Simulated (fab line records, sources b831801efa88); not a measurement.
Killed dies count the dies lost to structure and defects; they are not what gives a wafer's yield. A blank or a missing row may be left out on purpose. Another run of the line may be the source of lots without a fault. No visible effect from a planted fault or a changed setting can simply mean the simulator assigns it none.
Which tool did it?	flow gf180mcu	10 lots, 30 wafers sampled, at 5 steps of a route of 602

== WHAT THE GAUGES SHOWED, per wafer ==
GF_M4_RS_MEAS_05: uses a four-point probe to measure.
lot	measured	on	M4_ALCU_RS (ohm/sq)
L477	day 22 02:22	film metro-01	0.0691 0.0688 0.0703
L480	day 23 09:14	film metro-04	0.0685 0.0696 0.0682
L482	day 24 07:30	film metro-03	0.0706 0.0683 0.0697
L484	day 25 00:17	film metro-03	0.0701 0.0686 0.0683
L487	day 26 00:50	film metro-01	0.0697 0.0701 0.0699
L488	day 26 07:49	film metro-03	0.0695 0.0704 0.0687
L490	day 26 22:51	film metro-04	0.0688 0.0682 0.0679
L491	day 27 05:26	film metro-04	0.0696 0.0692 0.0706
L494	day 28 18:37	film metro-01	0.0687 0.0681 0.0679
L500	day 30 01:23	film metro-04	0.1264 0.0699 0.0693

== WHICH TOOL RAN EACH LOT (tool, then ch and the chambers of the sampled wafers, then the start) ==
lot	GF_V3_ETCH_16	GF_M4_SPUTTER_00	GF_M4_SPUTTER_01	GF_M4_SPUTTER_02
L477	rie diel-03 ch 0,1,3, day 22 00:43	pvd sputter-04, day 22 02:07	pvd sputter-04, day 22 02:13	pvd sputter-04, day 22 02:14
L480	rie diel-03 ch 2,3, day 23 07:39	pvd sputter-04, day 23 09:01	pvd sputter-04, day 23 09:07	pvd sputter-04, day 23 09:08
L482	rie diel-03 ch 1,2,3, day 24 05:55	pvd sputter-04, day 24 07:17	pvd sputter-04, day 24 07:23	pvd sputter-04, day 24 07:25
L484	rie diel-03 ch 1,3, day 24 20:04	pvd sputter-04, day 25 00:04	pvd sputter-04, day 25 00:10	pvd sputter-04, day 25 00:12
L487	rie diel-01 ch 0,2,3, day 25 23:15	pvd sputter-03, day 26 00:37	pvd sputter-03, day 26 00:43	pvd sputter-03, day 26 00:44
L488	rie diel-03 ch 2,3, day 26 06:14	pvd sputter-03, day 26 07:35	pvd sputter-03, day 26 07:41	pvd sputter-03, day 26 07:43
L490	rie diel-03 ch 2,3, day 26 21:13	pvd sputter-01, day 26 22:37	pvd sputter-01, day 26 22:43	pvd sputter-01, day 26 22:44
L491	rie diel-02 ch 1,2, day 27 03:40	pvd sputter-01, day 27 05:10	pvd sputter-01, day 27 05:16	pvd sputter-01, day 27 05:18
L494	rie diel-01 ch 1,2,3, day 28 16:11	pvd sputter-03, day 28 18:24	pvd sputter-03, day 28 18:30	pvd sputter-03, day 28 18:32
L500	rie diel-03 ch 0,1,3, day 29 23:47	pvd sputter-04, day 30 01:10	pvd sputter-04, day 30 01:16	pvd sputter-04, day 30 01:17
- GF_V3_ETCH_16: etches BARC in N2/H2.
- GF_M4_SPUTTER_00: material Ti, target thk 37.5 nm, time 150 s.
- GF_M4_SPUTTER_01: material TiN, target thk 30 nm, time 25 s.
- GF_M4_SPUTTER_02: material AlCu, target thk 450 nm, time 23.9 s.

== THE ANSWER, worked out from the rows above alone ==
Rule: the lots themselves supply what counts as usual. The widest of any qualifying gaps counts: lots, ordered by their means at a reading, are off when they make up no more than a third of the lots, leave a main group of 4 or more, and stand apart from it by 3 or more times the standard deviation of that group's means. If all means in a main group match to the digits the tables above print for the reading, that group is not used. Also off: a lot with no number at a reading for which 4 or more lots have one. Any other lot the step has rows for is counted as sound.
Off: at GF_M4_RS_MEAS_05 (M4_ALCU_RS), L500. Mean 0.0692 ohm/sq and standard deviation 0.00058 in the main group.
If a tool, at a process step before that reading, ran all the lots that are off and no sound lot after the first of them, it fits. The gauges at GF_M4_RS_MEAS_05 are tried like those tools. Can't be told from this: 3 tools fit, rie diel-03 at GF_V3_ETCH_16, pvd sputter-04 at GF_M4_SPUTTER_00 and GF_M4_SPUTTER_01 and GF_M4_SPUTTER_02, film metro-04 at GF_M4_RS_MEAS_05.

== WHAT THE SIMULATOR HAD PUT IN ==
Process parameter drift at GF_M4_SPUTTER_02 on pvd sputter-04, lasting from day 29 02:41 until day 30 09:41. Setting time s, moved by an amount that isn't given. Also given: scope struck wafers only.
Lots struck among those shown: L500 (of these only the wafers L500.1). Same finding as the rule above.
